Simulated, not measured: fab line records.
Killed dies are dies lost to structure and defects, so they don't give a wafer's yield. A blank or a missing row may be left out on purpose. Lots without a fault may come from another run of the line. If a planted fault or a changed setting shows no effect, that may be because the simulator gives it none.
The tool behind it: which one? || flow sky130 || 33 wafers from 11 lots sampled at 5 of the route's 708 steps

== WHAT THE GAUGES READ, wafer by wafer ==
SKY_METAL1_RS_MEAS_05: a four-point-probe measurement. Usual: METAL1_ALCU_RS typically reads 0.1271 ohm/sq, with standard deviation 0.0011.
{"lot": "L613", "measured": "day 32 16:49", "on": "filmMetro-04", "METAL1_ALCU_RS (ohm/sq)": "0.1268 0.1272 0.1257", "flag": ""}
{"lot": "L616", "measured": "day 34 06:36", "on": "filmMetro-04", "METAL1_ALCU_RS (ohm/sq)": "0.1269 0.1265 0.1276", "flag": ""}
{"lot": "L617", "measured": "day 34 12:44", "on": "filmMetro-01", "METAL1_ALCU_RS (ohm/sq)": "0.1272 0.1265 0.1272 0.1274 0.1267 0.1275", "flag": ""}
{"lot": "L619", "measured": "day 35 03:22", "on": "filmMetro-01", "METAL1_ALCU_RS (ohm/sq)": "0.1269 0.1245 0.1246", "flag": ""}
{"lot": "L620", "measured": "day 35 18:19", "on": "filmMetro-01", "METAL1_ALCU_RS (ohm/sq)": "0.1264 0.1263 0.1270 0.1263 0.1261 0.1270", "flag": ""}
{"lot": "L623", "measured": "day 36 04:55", "on": "filmMetro-01", "METAL1_ALCU_RS (ohm/sq)": "0.1281 0.1279 0.1271", "flag": ""}
{"lot": "L625", "measured": "day 36 07:43", "on": "filmMetro-03", "METAL1_ALCU_RS (ohm/sq)": "0.1257 0.1266 0.1266", "flag": ""}
{"lot": "L624", "measured": "day 36 12:05", "on": "filmMetro-03", "METAL1_ALCU_RS (ohm/sq)": "0.1254 0.1264 0.1256", "flag": ""}
{"lot": "L626", "measured": "day 36 23:53", "on": "filmMetro-03", "METAL1_ALCU_RS (ohm/sq)": "0.1265 0.1278 0.1265", "flag": ""}
{"lot": "L631", "measured": "day 38 01:32", "on": "filmMetro-03", "METAL1_ALCU_RS (ohm/sq)": "0.1254 0.1248 0.1252", "flag": ""}
{"lot": "L632", "measured": "day 38 10:07", "on": "filmMetro-01", "METAL1_ALCU_RS (ohm/sq)": "0.1288 0.1290 0.1299", "flag": ""}

== WHAT TOOL EACH LOT RAN ON (gives the tool, then ch and the chambers of the sampled wafers, and finally the start) ==
{"lot": "L613", "SKY_CONTACT_CMP_04": "cmp-01 ch 0,2,3, day 31 11:47", "SKY_CONTACT_ETCH_16": "rieDiel-03 ch 2,3, day 32 15:02", "SKY_CONTACT_ETCH_17": "rieDiel-03 ch 2,3, day 32 15:04", "SKY_METAL1_SPUTTER_00": "pvdSputter-04, day 32 16:38"}
{"lot": "L616", "SKY_CONTACT_CMP_04": "cmp-02 ch 1,2, day 33 02:38", "SKY_CONTACT_ETCH_16": "rieDiel-04 ch 1,3, day 34 05:04", "SKY_CONTACT_ETCH_17": "rieDiel-04 ch 1,3, day 34 05:07", "SKY_METAL1_SPUTTER_00": "pvdSputter-04, day 34 06:27"}
{"lot": "L617", "SKY_CONTACT_CMP_04": "cmp-01 ch 1,2,3, day 33 08:36", "SKY_CONTACT_ETCH_16": "rieDiel-03 ch 1,2,3, day 34 11:13", "SKY_CONTACT_ETCH_17": "rieDiel-03 ch 1,2,3, day 34 11:16", "SKY_METAL1_SPUTTER_00": "pvdSputter-04, day 34 12:36"}
{"lot": "L619", "SKY_CONTACT_CMP_04": "cmp-02 ch 0,1,2, day 34 00:23", "SKY_CONTACT_ETCH_16": "rieDiel-04 ch 0,1,2, day 35 01:49", "SKY_CONTACT_ETCH_17": "rieDiel-04 ch 0,1,2, day 35 01:52", "SKY_METAL1_SPUTTER_00": "pvdSputter-01, day 35 03:11"}
{"lot": "L620", "SKY_CONTACT_CMP_04": "cmp-02 ch 1,2,3, day 34 15:11", "SKY_CONTACT_ETCH_16": "rieDiel-04 ch 0,1,3, day 35 16:46", "SKY_CONTACT_ETCH_17": "rieDiel-04 ch 0,1,3, day 35 16:49", "SKY_METAL1_SPUTTER_00": "pvdSputter-04, day 35 18:08"}
{"lot": "L623", "SKY_CONTACT_CMP_04": "cmp-02 ch 0,1,3, day 35 00:59", "SKY_CONTACT_ETCH_16": "rieDiel-04 ch 0,2, day 36 03:25", "SKY_CONTACT_ETCH_17": "rieDiel-04 ch 0,2, day 36 03:27", "SKY_METAL1_SPUTTER_00": "pvdSputter-02, day 36 04:47"}
{"lot": "L625", "SKY_CONTACT_CMP_04": "cmp-01 ch 0,2, day 35 03:13", "SKY_CONTACT_ETCH_16": "rieDiel-03 ch 0,1, day 36 06:11", "SKY_CONTACT_ETCH_17": "rieDiel-03 ch 0,1, day 36 06:14", "SKY_METAL1_SPUTTER_00": "pvdSputter-02, day 36 07:34"}
{"lot": "L624", "SKY_CONTACT_CMP_04": "cmp-02 ch 0,2, day 35 07:08", "SKY_CONTACT_ETCH_16": "rieDiel-03 ch 1,2, day 36 10:34", "SKY_CONTACT_ETCH_17": "rieDiel-03 ch 1,2, day 36 10:37", "SKY_METAL1_SPUTTER_00": "pvdSputter-02, day 36 11:57"}
{"lot": "L626", "SKY_CONTACT_CMP_04": "cmp-01 ch 0,2,3, day 35 19:28", "SKY_CONTACT_ETCH_16": "rieDiel-04 ch 1,2,3, day 36 22:22", "SKY_CONTACT_ETCH_17": "rieDiel-04 ch 1,2,3, day 36 22:25", "SKY_METAL1_SPUTTER_00": "pvdSputter-02, day 36 23:44"}
{"lot": "L631", "SKY_CONTACT_CMP_04": "cmp-02 ch 0,1, day 36 22:08", "SKY_CONTACT_ETCH_16": "rieDiel-03 ch 0,1,2, day 38 00:01", "SKY_CONTACT_ETCH_17": "rieDiel-03 ch 0,1,2, day 38 00:03", "SKY_METAL1_SPUTTER_00": "pvdSputter-01, day 38 01:23"}
{"lot": "L632", "SKY_CONTACT_CMP_04": "cmp-01 ch 0,1,2, day 37 06:01", "SKY_CONTACT_ETCH_16": "rieDiel-03 ch 0,2,3, day 38 08:37", "SKY_CONTACT_ETCH_17": "rieDiel-03 ch 0,2,3, day 38 08:39", "SKY_METAL1_SPUTTER_00": "pvdSputter-04, day 38 09:59"}
- SKY_CONTACT_CMP_04: polishes SiO2.
- SKY_CONTACT_ETCH_16: etches BARC in N2/H2, stops on SiO2, time 45.9 s, target depth 60 nm.
- SKY_CONTACT_ETCH_17: etches SiO2 in C4F8/O2/Ar, stops on Si3N4, target depth 340 nm.
- SKY_METAL1_SPUTTER_00: material Ti, target thk 15 nm, time 10 s.

== AS READ BY THE TOOLS THEMSELVES (means over the sampled wafers that have a number; for cases with no such wafer, the mark the record gives instead) ==
SKY_CONTACT_CMP_04. Usual: motorCurrentA 12.3 A, standard deviation 0.99; timeToEndpointS 83 s, standard deviation 4.2.
{"lot": "L613", "tool": "cmp-01", "motorCurrentA (A)": 11.6, "timeToEndpointS (s)": 91, "flag": ""}
{"lot": "L616", "tool": "cmp-02", "motorCurrentA (A)": 13.1, "timeToEndpointS (s)": 81, "flag": ""}
{"lot": "L617", "tool": "cmp-01", "motorCurrentA (A)": 10.8, "timeToEndpointS (s)": 80, "flag": ""}
{"lot": "L619", "tool": "cmp-02", "motorCurrentA (A)": 13.3, "timeToEndpointS (s)": 78, "flag": ""}
{"lot": "L620", "tool": "cmp-02", "motorCurrentA (A)": 13.1, "timeToEndpointS (s)": 84, "flag": ""}
{"lot": "L623", "tool": "cmp-02", "motorCurrentA (A)": 12.7, "timeToEndpointS (s)": 84, "flag": ""}
{"lot": "L625", "tool": "cmp-01", "motorCurrentA (A)": 11.9, "timeToEndpointS (s)": 83, "flag": ""}
{"lot": "L624", "tool": "cmp-02", "motorCurrentA (A)": 12.4, "timeToEndpointS (s)": 78, "flag": ""}
{"lot": "L626", "tool": "cmp-01", "motorCurrentA (A)": 11.9, "timeToEndpointS (s)": 84, "flag": ""}
{"lot": "L631", "tool": "cmp-02", "motorCurrentA (A)": 13.3, "timeToEndpointS (s)": 82, "flag": ""}
{"lot": "L632", "tool": "cmp-01", "motorCurrentA (A)": 11.8, "timeToEndpointS (s)": 83, "flag": ""}

SKY_CONTACT_ETCH_16. Usual: drypumpMotorCurrentA 6.1 A, standard deviation 0.39; h2FlowSccm 199.9 sccm, standard deviation 0.65; oesProductAu 0.855 a.u., standard deviation 0.005; throttleValvePct 13.227 %, standard deviation 0.0097.
{"lot": "L613", "tool": "rieDiel-03", "drypumpMotorCurrentA (A)": 6.3, "h2FlowSccm (sccm)": 198.9, "oesProductAu (a.u.)": 0.854, "throttleValvePct (%)": 13.227, "flag": ""}
{"lot": "L616", "tool": "rieDiel-04", "drypumpMotorCurrentA (A)": 6.2, "h2FlowSccm (sccm)": 199.7, "oesProductAu (a.u.)": 0.856, "throttleValvePct (%)": 13.227, "flag": ""}
{"lot": "L617", "tool": "rieDiel-03", "drypumpMotorCurrentA (A)": 6.3, "h2FlowSccm (sccm)": 199.8, "oesProductAu (a.u.)": 0.857, "throttleValvePct (%)": 13.232, "flag": ""}
{"lot": "L619", "tool": "rieDiel-04", "drypumpMotorCurrentA (A)": 5.8, "h2FlowSccm (sccm)": 200.1, "oesProductAu (a.u.)": 0.856, "throttleValvePct (%)": 13.226, "flag": ""}
{"lot": "L620", "tool": "rieDiel-04", "drypumpMotorCurrentA (A)": 5.9, "h2FlowSccm (sccm)": 200.2, "oesProductAu (a.u.)": 0.857, "throttleValvePct (%)": 13.224, "flag": ""}
{"lot": "L623", "tool": "rieDiel-04", "drypumpMotorCurrentA (A)": 6.1, "h2FlowSccm (sccm)": 199.9, "oesProductAu (a.u.)": 0.858, "throttleValvePct (%)": 13.222, "flag": ""}
{"lot": "L625", "tool": "rieDiel-03", "drypumpMotorCurrentA (A)": 6.1, "h2FlowSccm (sccm)": 200.0, "oesProductAu (a.u.)": 0.853, "throttleValvePct (%)": 13.230, "flag": ""}
{"lot": "L624", "tool": "rieDiel-03", "drypumpMotorCurrentA (A)": 6.3, "h2FlowSccm (sccm)": 199.8, "oesProductAu (a.u.)": 0.849, "throttleValvePct (%)": 13.234, "flag": ""}
{"lot": "L626", "tool": "rieDiel-04", "drypumpMotorCurrentA (A)": 6.2, "h2FlowSccm (sccm)": 200.2, "oesProductAu (a.u.)": 0.855, "throttleValvePct (%)": 13.227, "flag": ""}
{"lot": "L631", "tool": "rieDiel-03", "drypumpMotorCurrentA (A)": 6.1, "h2FlowSccm (sccm)": 199.6, "oesProductAu (a.u.)": 0.856, "throttleValvePct (%)": 13.225, "flag": ""}
{"lot": "L632", "tool": "rieDiel-03", "drypumpMotorCurrentA (A)": 6.1, "h2FlowSccm (sccm)": 199.9, "oesProductAu (a.u.)": 0.854, "throttleValvePct (%)": 13.225, "flag": ""}

SKY_CONTACT_ETCH_17. Usual: oesProductAu at 0.892 a.u., with a standard deviation of 0.0048.
{"lot": "L613", "tool": "rieDiel-03", "oesProductAu (a.u.)": 0.890, "flag": ""}
{"lot": "L616", "tool": "rieDiel-04", "oesProductAu (a.u.)": 0.889, "flag": ""}
{"lot": "L617", "tool": "rieDiel-03", "oesProductAu (a.u.)": 0.892, "flag": ""}
{"lot": "L619", "tool": "rieDiel-04", "oesProductAu (a.u.)": 0.891, "flag": ""}
{"lot": "L620", "tool": "rieDiel-04", "oesProductAu (a.u.)": 0.891, "flag": ""}
{"lot": "L623", "tool": "rieDiel-04", "oesProductAu (a.u.)": 0.897, "flag": ""}
{"lot": "L625", "tool": "rieDiel-03", "oesProductAu (a.u.)": 0.890, "flag": ""}
{"lot": "L624", "tool": "rieDiel-03", "oesProductAu (a.u.)": 0.893, "flag": ""}
{"lot": "L626", "tool": "rieDiel-04", "oesProductAu (a.u.)": 0.890, "flag": ""}
{"lot": "L631", "tool": "rieDiel-03", "oesProductAu (a.u.)": 0.892, "flag": ""}
{"lot": "L632", "tool": "rieDiel-03", "oesProductAu (a.u.)": 0.892, "flag": ""}

SKY_METAL1_SPUTTER_00. Usual: throttleValvePct at 29.9 %, with a standard deviation of 1.2.
{"lot": "L613", "tool": "pvdSputter-04", "throttleValvePct (%)": 28.6, "flag": ""}
{"lot": "L616", "tool": "pvdSputter-04", "throttleValvePct (%)": 29.6, "flag": ""}
{"lot": "L617", "tool": "pvdSputter-04", "throttleValvePct (%)": 29.7, "flag": ""}
{"lot": "L619", "tool": "pvdSputter-01", "throttleValvePct (%)": 29.6, "flag": ""}
{"lot": "L620", "tool": "pvdSputter-04", "throttleValvePct (%)": 28.6, "flag": ""}
{"lot": "L623", "tool": "pvdSputter-02", "throttleValvePct (%)": 30.4, "flag": ""}
{"lot": "L625", "tool": "pvdSputter-02", "throttleValvePct (%)": 29.9, "flag": ""}
{"lot": "L624", "tool": "pvdSputter-02", "throttleValvePct (%)": 30.5, "flag": ""}
{"lot": "L626", "tool": "pvdSputter-02", "throttleValvePct (%)": 30.2, "flag": ""}
{"lot": "L631", "tool": "pvdSputter-01", "throttleValvePct (%)": 30.0, "flag": ""}
{"lot": "L632", "tool": "pvdSputter-04", "throttleValvePct (%)": 28.9, "flag": ""}

== THE ANSWER, worked out from the rows above alone ==
Rule: a lot is off if the mean of its wafers that have a number lies more than 3 standard deviations from the usual mean. Also off: a lot with no number at a reading for which 4 or more lots have one. All remaining lots with rows at the step are treated as sound. The gauges are gone through in route order, then the tools' own readings, and for those a lot's mean is taken as printed above. At the first step where some lot is off, the reading lying furthest off is the one used; lots without a number count as furthest.
Across all readings shown, no lot is off: no conclusion can be drawn from this.

== WHAT HAD BEEN PUT IN BY THE SIMULATOR ==
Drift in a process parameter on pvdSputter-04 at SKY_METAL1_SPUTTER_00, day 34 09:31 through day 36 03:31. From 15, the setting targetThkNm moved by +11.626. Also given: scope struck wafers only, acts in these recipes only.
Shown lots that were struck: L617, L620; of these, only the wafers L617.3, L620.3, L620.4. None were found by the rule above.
